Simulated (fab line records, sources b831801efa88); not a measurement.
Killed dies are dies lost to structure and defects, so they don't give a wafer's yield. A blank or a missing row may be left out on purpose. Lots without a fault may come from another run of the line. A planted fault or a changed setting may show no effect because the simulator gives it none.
Chamber matching | flow gf180mcu | GF_V3_CMP_04 on cmp-01: 4 sister chambers
The step polishes SiO2. 14 wafers are shown with their chamber, then 7 later ones without.

WAFERS WITH THEIR CHAMBER
wafer  | chamber | motor_current_A (A) | edge_zone_pressure_frac | time_to_endpoint_s (s)
L325.1 | 3       | 11.0                | 1.000                   | 79
L325.4 | 1       | 14.3                | 1.011                   | 87
L325.5 | 0       | 12.6                | 1.001                   | 86
L328.1 | 3       | 11.8                | 0.992                   | 79
L328.5 | 3       | 11.8                | 0.995                   | 90
L328.6 | 2       | 11.6                | 1.004                   | 92
L330.1 | 2       | 11.3                | 1.002                   | 79
L330.2 | 3       | 11.5                | 0.993                   | 74
L330.5 | 0       | 12.9                | 0.999                   | 87
L331.1 | 3       | 12.0                | 0.997                   | 78
L331.3 | 0       | 13.3                | 0.993                   | 81
L331.4 | 2       | 11.2                | 0.999                   | 83
L334.2 | 2       | 10.9                | 1.000                   | 71
L334.3 | 0       | 13.1                | 0.990                   | 71

SIGNATURES (means of the wafers above)
reading                 | chamber 0 | chamber 1 | chamber 2 | chamber 3 | scatter within a chamber
motor_current_A         | 12.975    | 14.300    | 11.250    | 11.620    | 0.335
edge_zone_pressure_frac | 0.99575   | 1.01100   | 1.00125   | 0.99540   | 0.00367
time_to_endpoint_s      | 81.25     | 87.00     | 81.25     | 80.00     | 7.29
Rule: a wafer's distance from a chamber is the root of the sum, over the readings, of the square of ((its reading less the chamber's mean) divided by the reading's scatter). The wafer belongs to the nearest chamber; if the next one is less than 2 further off, it can't be placed. The scatter: the root of (the sum of the squares of (reading less its chamber's mean) over the shown wafers, divided by (wafers less chambers)).

WAFERS WITHOUT THEIR CHAMBER
wafer  | motor_current_A (A) | edge_zone_pressure_frac | time_to_endpoint_s (s)
L334.5 | 12.2                | 0.993                   | 72
L336.1 | 11.9                | 0.995                   | 70
L336.5 | 12.6                | 0.997                   | 75
L336.6 | 11.5                | 1.006                   | 70
L337.1 | 13.1                | 0.992                   | 77
L337.4 | 11.6                | 0.996                   | 82
L337.5 | 11.4                | 0.995                   | 79

WHICH CHAMBER EACH WENT THROUGH
wafer  | from the rows above          | in truth
L334.5 | can't be placed: 3 or 0 or 2 | 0
L336.1 | can't be placed: 3 or 2 or 0 | 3
L336.5 | can't be placed: 0 or 3      | 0
L336.6 | can't be placed: 2 or 3      | 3
L337.1 | 0                            | 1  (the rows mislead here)
L337.4 | can't be placed: 3 or 2      | 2
L337.5 | can't be placed: 3 or 2      | 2
Placed correctly: 0 of 7. Can't be placed from these rows: 6 (the true chamber is among the candidates in 6). Placed wrongly: 1.
